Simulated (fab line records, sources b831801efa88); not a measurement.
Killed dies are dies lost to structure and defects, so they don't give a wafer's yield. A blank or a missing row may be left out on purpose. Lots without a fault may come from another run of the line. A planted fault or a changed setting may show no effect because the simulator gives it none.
Chamber matching | flow sky130 | SKY_CONTACT_CMP_27 on cmp-01: 4 sister chambers
The step polishes, stops on SiO2, t overpolish 15 s, target thk 0 nm. 20 wafers are shown with their chamber, then 10 later ones without.

WAFERS WITH THEIR CHAMBER
wafer  | chamber | motor_current_A (A) | time_to_endpoint_s (s) | overpolish_run_s (s)
L074.1 | 1       | 11.4                | 88                     | 15.027
L074.3 | 0       | 13.8                | 82                     | 14.992
L074.4 | 2       | 10.9                | 82                     | 15.004
L077.1 | 0       | 13.6                | 78                     | 15.010
L077.5 | 3       | 9.9                 | 83                     | 14.990
L077.6 | 2       | 11.3                | 79                     | 15.000
L078.2 | 3       | 10.3                | 80                     | 14.997
L078.3 | 0       | 14.3                | 76                     | 15.001
L078.5 | 3       | 10.6                | 83                     | 14.997
L079.1 | 2       | 11.8                | 76                     | 15.011
L079.2 | 3       | 10.4                | 84                     | 15.004
L079.6 | 3       | 10.3                | 83                     | 14.997
L080.1 | 0       | 14.8                | 76                     | 15.008
L080.3 | 3       | 10.1                | 87                     | 15.005
L080.4 | 1       | 11.3                | 83                     | 15.005
L088.3 | 0       | 13.6                | 81                     | 15.009
L088.4 | 3       | 10.9                | 86                     | 15.005
L088.5 | 1       | 11.3                | 86                     | 15.006
L089.1 | 0       | 14.4                | 77                     | 15.023
L089.2 | 3       | 9.8                 | 87                     | 14.996

SIGNATURES (means of the wafers above)
reading            | chamber 0 | chamber 1 | chamber 2 | chamber 3 | scatter within a chamber
motor_current_A    | 14.083    | 11.333    | 11.333    | 10.287    | 0.398
time_to_endpoint_s | 78.33     | 85.67     | 79.00     | 84.12     | 2.56
overpolish_run_s   | 15.00717  | 15.01267  | 15.00500  | 14.99887  | 0.00829
Rule: a wafer's distance from a chamber is the root of the sum, over the readings, of the square of ((its reading less the chamber's mean) divided by the reading's scatter). The wafer belongs to the nearest chamber; if the next one is less than 2 further off, it can't be placed. The scatter: the root of (the sum of the squares of (reading less its chamber's mean) over the shown wafers, divided by (wafers less chambers)).

WAFERS WITHOUT THEIR CHAMBER
wafer  | motor_current_A (A) | time_to_endpoint_s (s) | overpolish_run_s (s)
L089.4 | 11.8                | 84                     | 14.995
L092.3 | 11.4                | 84                     | 15.003
L092.4 | 13.9                | 78                     | 14.989
L092.5 | 11.1                | 84                     | 15.004
L095.1 | 11.1                | 91                     | 14.991
L095.3 | 10.6                | 93                     | 15.004
L095.4 | 13.5                | 86                     | 15.010
L097.2 | 11.1                | 88                     | 15.009
L097.4 | 13.7                | 83                     | 14.999
L097.6 | 13.8                | 82                     | 15.014

WHICH CHAMBER EACH WENT THROUGH
wafer  | from the rows above          | in truth
L089.4 | can't be placed: 1 or 2 or 3 | 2
L092.3 | can't be placed: 1 or 2 or 3 | 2
L092.4 | 0                            | 0
L092.5 | can't be placed: 1 or 2 or 3 | 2
L095.1 | can't be placed: 1 or 3 or 2 | 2
L095.3 | can't be placed: 1 or 3      | 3
L095.4 | 0                            | 0
L097.2 | can't be placed: 1 or 3      | 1
L097.4 | 0                            | 0
L097.6 | 0                            | 0
Placed correctly: 4 of 10. Can't be placed from these rows: 6 (the true chamber is among the candidates in 6). Placed wrongly: 0.
